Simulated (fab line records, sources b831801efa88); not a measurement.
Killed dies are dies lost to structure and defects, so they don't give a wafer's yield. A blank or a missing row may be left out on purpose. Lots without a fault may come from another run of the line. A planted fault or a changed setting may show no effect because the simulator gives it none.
Which tool did it? | flow sky130 | 14 lots, 42 wafers sampled, at 3 steps of a route of 708

WHAT THE GAUGES READ, wafer by wafer
The record holds no reading of a measuring or inspecting step that can be judged against a usual standard deviation.

WHICH TOOL RAN EACH LOT (tool, then ch and the chambers of the sampled wafers, then the start)
lot  | SKY_METAL1_COAT_10                | SKY_METAL1_STRIP_20                  | SKY_PAD_OPEN_PROBE_99
L216 | litho_track-02 ch 0, day 32 05:00 | plasma_asher-02 ch 1, day 32 19:47   | -
L217 | litho_track-01 ch 0, day 32 17:00 | plasma_asher-03 ch 0, day 33 07:29   | -
L218 | litho_track-03 ch 0, day 33 00:00 | plasma_asher-03 ch 0,1, day 33 15:11 | -
L219 | litho_track-01 ch 0, day 33 14:00 | plasma_asher-02 ch 0,1, day 34 04:20 | -
L220 | litho_track-01 ch 0, day 33 23:00 | plasma_asher-01 ch 0,1, day 34 13:03 | -
L222 | litho_track-01 ch 0, day 34 08:00 | plasma_asher-01 ch 0,1, day 34 22:35 | -
L221 | litho_track-02 ch 0, day 34 08:00 | plasma_asher-03 ch 0,1, day 34 23:11 | prober-02, day 47 12:31
L223 | litho_track-01 ch 0, day 34 17:00 | plasma_asher-01 ch 0,1, day 35 07:41 | prober-01, day 47 17:42
L225 | litho_track-03 ch 0, day 35 07:00 | plasma_asher-01 ch 1, day 35 21:35   | prober-02, day 48 05:01
L224 | litho_track-02 ch 0, day 35 11:00 | plasma_asher-02 ch 0,1, day 36 01:23 | prober-01, day 48 08:28
L228 | litho_track-02 ch 0, day 36 03:00 | plasma_asher-03 ch 0,1, day 36 15:59 | -
L229 | litho_track-02 ch 0, day 36 09:00 | plasma_asher-03 ch 0,1, day 36 22:53 | prober-01, day 48 22:27
L234 | litho_track-01 ch 0, day 38 07:00 | plasma_asher-03 ch 0,1, day 38 20:56 | prober-02, day 50 07:19
L239 | litho_track-01 ch 0, day 39 11:00 | plasma_asher-02 ch 0,1, day 39 23:59 | -
- SKY_METAL1_COAT_10: resist thk 450 nm.
- SKY_METAL1_STRIP_20: strips in O2/N2.
- SKY_PAD_OPEN_PROBE_99

WHAT THE TOOLS THEMSELVES READ (means of the sampled wafers that have a number; where no wafer has one, the mark that the record gives instead)
SKY_METAL1_COAT_10.
lot  | tool           | spin_speed_rpm (rpm)
L216 | litho_track-02 | 2999.0
L217 | litho_track-01 | 2999.0
L218 | litho_track-03 | 2999.1
L219 | litho_track-01 | 2997.4
L220 | litho_track-01 | 2999.3
L222 | litho_track-01 | 3000.1
L221 | litho_track-02 | 3002.7
L223 | litho_track-01 | 2999.6
L225 | litho_track-03 | 3001.2
L224 | litho_track-02 | 2999.2
L228 | litho_track-02 | 2751.0
L229 | litho_track-02 | 2752.9
L234 | litho_track-01 | 3002.9
L239 | litho_track-01 | 2998.5

SKY_METAL1_STRIP_20.
lot  | tool            | drypump_motor_current_A (A) | oes_product_au (a.u.) | strip_time_to_endpoint_s (s)
L216 | plasma_asher-02 | 5.6                         | 0.343                 | 2.74
L217 | plasma_asher-03 | 5.7                         | 0.339                 | 2.66
L218 | plasma_asher-03 | 6.0                         | 0.344                 | 2.63
L219 | plasma_asher-02 | 5.6                         | 0.345                 | 2.72
L220 | plasma_asher-01 | 5.4                         | 0.342                 | 2.72
L222 | plasma_asher-01 | 5.3                         | 0.342                 | 2.69
L221 | plasma_asher-03 | 6.1                         | 0.338                 | 2.62
L223 | plasma_asher-01 | 5.4                         | 0.339                 | 2.65
L225 | plasma_asher-01 | 5.5                         | 0.344                 | 2.65
L224 | plasma_asher-02 | 5.6                         | 0.344                 | 2.67
L228 | plasma_asher-03 | 6.0                         | 0.351                 | 2.87
L229 | plasma_asher-03 | 6.0                         | 0.355                 | 2.97
L234 | plasma_asher-03 | 6.0                         | 0.343                 | 2.70
L239 | plasma_asher-02 | 5.6                         | 0.340                 | 2.65

SKY_PAD_OPEN_PROBE_99.
lot  | tool      | defect_limited_yield (%) | killed_at_M0_to_M3 | killed_at_M4_up | killed_at_contacts | killed_at_front_end | killed_at_other | killed_dies | killed_open | killed_short | sort_bin_3_pad_short (%) | sort_bin_5_function (%) | sort_bin_6_memory (%) | sort_bin_8_speed (%) | sort_n_pass | sort_yield_pct (%)
L221 | prober-02 | 81.1                     | 41                 | 4.7             | 31                 | 16                  | 0.0             | 93          | 50          | 43           | 1.3                      | 12.0                    | 5.6                   | 0.00                 | 399         | 81.1
L223 | prober-01 | 83.8                     | 38                 | 4.0             | 25                 | 13                  | 0.0             | 80          | 45          | 34           | 0.9                      | 10.2                    | 5.1                   | 0.00                 | 412         | 83.8
L225 | prober-02 | 82.2                     | 45                 | 3.3             | 25                 | 13                  | 0.7             | 87          | 47          | 41           | 0.9                      | 9.9                     | 7.0                   | 0.00                 | 405         | 82.2
L224 | prober-01 | 82.9                     | 40                 | 4.0             | 26                 | 14                  | 0.3             | 84          | 46          | 38           | 0.7                      | 9.6                     | 6.8                   | 0.00                 | 408         | 82.9
L229 | prober-01 | 79.7                     | 52                 | 4.0             | 26                 | 18                  | 0.0             | 100         | 51          | 49           | 0.8                      | 11.7                    | 7.8                   | 0.00                 | 392         | 79.7
L234 | prober-02 | 82.5                     | 43                 | 4.3             | 22                 | 16                  | 0.3             | 86          | 50          | 35           | 0.5                      | 10.1                    | 6.8                   | 0.00                 | 406         | 82.5

THE ANSWER, worked out from the rows above alone
Rule: what is usual is taken from the lots themselves. Put in order of their means at a reading, lots are off if they are a third of the lots or fewer, leave a main group of 4 or more, and stand apart from it by a gap of 3 or more times the standard deviation of the main group's means; of several such gaps the widest counts. A main group whose means are all the same, to the digits that the tables above print for the reading, isn't used. A lot without any number at a reading at which 4 lots or more have one is off too. The other lots that the step has rows for count as sound. The gauges are gone through in route order, then the tools' own readings, and for those a lot's mean is taken as printed above. The first step at which some lot is off is used, and at that step the reading that is off furthest; a lot without a number counts as furthest.
Off: L228, L229, at SKY_METAL1_COAT_10 (spin_speed_rpm). The main group: mean 2999.8 rpm, standard deviation 1.6.
A tool fits if, at that step or a process step before it, it ran every lot that is off, and no sound lot after the first of them. One fits: litho_track-02 at SKY_METAL1_COAT_10. Its last sound lot is L224 (day 35 11:00), its first lot that is off L228 (day 36 03:00): a fault that began between those two fits.
The tool's own readings at SKY_METAL1_COAT_10 bear it out: on the lots that are off they differ by more than 5 times the standard deviation of the sound lots' means. spin_speed_rpm reads 2751.9 rpm there against 2999.8 rpm on the sound lots.

WHAT THE SIMULATOR HAD PUT IN
Process parameter drift: litho_track-02, from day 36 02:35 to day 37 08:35, at SKY_METAL1_COAT_10. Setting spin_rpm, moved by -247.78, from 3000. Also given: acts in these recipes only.
Lots struck among those shown: L228, L229. The rule above found the same.
